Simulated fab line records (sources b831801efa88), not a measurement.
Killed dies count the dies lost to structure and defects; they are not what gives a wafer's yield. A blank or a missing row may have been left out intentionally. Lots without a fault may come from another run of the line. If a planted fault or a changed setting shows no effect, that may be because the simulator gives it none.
Check for tools in common -- flow gf180mcu -- 13 lots and 39 wafers in the sample

## REASON IT WAS OPENED
Of 13 lots, 3 have the reading PSD_OVL flagged at GF_PSD_OVL_MEAS_08. Fault-free wafers read 0.3 nm, with a standard deviation of 1.3.
Rule: a lot is flagged when every wafer of it that has a number lies more than 4 standard deviations from that mean, or none has a number. The other lots count as sound.

lot,measured,on,"PSD_OVL (nm), wafer by wafer",flag
L887,day 14 03:58,overlay-01,1.7 2.3 2.2,
L888,day 14 11:40,overlay-01,-0.6 -0.2 0.5,
L889,day 14 23:10,overlay-02,-0.4 0.4 0.6,
L890,day 15 02:25,overlay-02,0.8 1.7 1.5,
L891,day 15 14:58,overlay-01,-0.6 -1.7 -1.3,
L896,day 17 11:33,overlay-02,158.2 160.2 159.0,FLAGGED
L898,day 18 03:00,overlay-01,158.1 158.1 156.5,FLAGGED
L902,day 19 10:07,overlay-02,0.7 -0.4 1.8,
L901,day 19 13:24,overlay-01,154.6 155.7 154.5,FLAGGED
L903,day 19 20:11,overlay-02,0.0 0.2 -1.1,
L906,day 20 20:33,overlay-02,1.6 1.6 0.6,
L908,day 21 13:38,overlay-02,2.7 1.9 0.8,
L910,day 22 01:29,overlay-02,-2.0 -0.3 -1.6,
On average the flagged lots read 157.2 nm, which is +156.9 nm against the usual, or +99 or more standard deviations.

## WHICH TOOL RAN EACH LOT
2 process steps preceding the reading are held in the record, out of 602 steps in the route. Read each cell as the tool, then ch plus the chambers that the sampled wafers visited, then the start.
lot,flag,GF_HV_LDD_STRIP_37,GF_PSD_EXPOSE_04
L887,,"plasma-asher-02 ch 0,1, day 11 12:59","iline-stepper-01 ch 0, day 13 18:08"
L888,,"plasma-asher-02 ch 0,1, day 11 20:48","iline-stepper-01 ch 0, day 14 01:32"
L889,,"plasma-asher-04 ch 0,1, day 12 06:32","iline-stepper-01 ch 0, day 14 12:28"
L890,,"plasma-asher-02 ch 0,1, day 12 09:11","iline-stepper-02 ch 0, day 14 16:08"
L891,,"plasma-asher-02 ch 0,1, day 12 21:32","iline-stepper-01 ch 0, day 15 03:42"
L896,FLAGGED,"plasma-asher-01 ch 0,1, day 14 12:14","iline-stepper-02 ch 0, day 16 23:46"
L898,FLAGGED,"plasma-asher-02 ch 0,1, day 15 03:41","iline-stepper-02 ch 0, day 17 15:22"
L902,,"plasma-asher-04 ch 0,1, day 16 08:17","iline-stepper-01 ch 0, day 18 22:14"
L901,FLAGGED,"plasma-asher-02 ch 0,1, day 16 10:43","iline-stepper-02 ch 0, day 19 01:08"
L903,,"plasma-asher-02 ch 0,1, day 16 17:08","iline-stepper-01 ch 0, day 19 07:41"
L906,,"plasma-asher-02 ch 0, day 17 17:23","iline-stepper-01 ch 0, day 20 08:52"
L908,,"plasma-asher-02 ch 0,1, day 18 09:32","iline-stepper-01 ch 0, day 21 01:36"
L910,,"plasma-asher-04 ch 0,1, day 18 22:23","iline-stepper-01 ch 0, day 21 14:14"
What the steps here do:
- GF_HV_LDD_STRIP_37: strips in O2/N2.
- GF_PSD_EXPOSE_04: exposes mask Pplus, target cd 400 nm.
- GF_PSD_OVL_MEAS_08

## FLAGGED AGAINST TOTAL, ONE TOOL AT A TIME (gauges that did the reading follow at the end)
step,tool,lots run,flagged,share of the flagged lots,sound lots run after its first flagged lot
GF_HV_LDD_STRIP_37,plasma-asher-01,1,1,some,0
GF_HV_LDD_STRIP_37,plasma-asher-02,9,2,some,"3 (L903,L906,L908)"
GF_HV_LDD_STRIP_37,plasma-asher-04,3,0,none,-
GF_PSD_EXPOSE_04,iline-stepper-01,9,0,none,-
GF_PSD_EXPOSE_04,iline-stepper-02,4,3,all,0
GF_PSD_OVL_MEAS_08,overlay-01,5,2,some,0
GF_PSD_OVL_MEAS_08,overlay-02,8,1,some,"5 (L902,L903,L906,L908,L910)"

## WHAT THE TABLE PERMITS
In the table, 1 row covers all flagged lots: iline-stepper-02 at GF_PSD_EXPOSE_04.
- iline-stepper-02 at GF_PSD_EXPOSE_04: 3 of its 4 lots flagged. Last sound lot L890 at day 14 16:08, first flagged lot L896 at day 16 23:46; a fault beginning in between fits.
Just one tool remains: iline-stepper-02 at GF_PSD_EXPOSE_04.

## WHAT WAS PUT IN BY THE SIMULATOR
Scanner matching overlay: iline-stepper-02, from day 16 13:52 on, at GF_PSD_EXPOSE_04. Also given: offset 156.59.
Struck lots among those shown: L896, L898, L901. The rule above found the same.
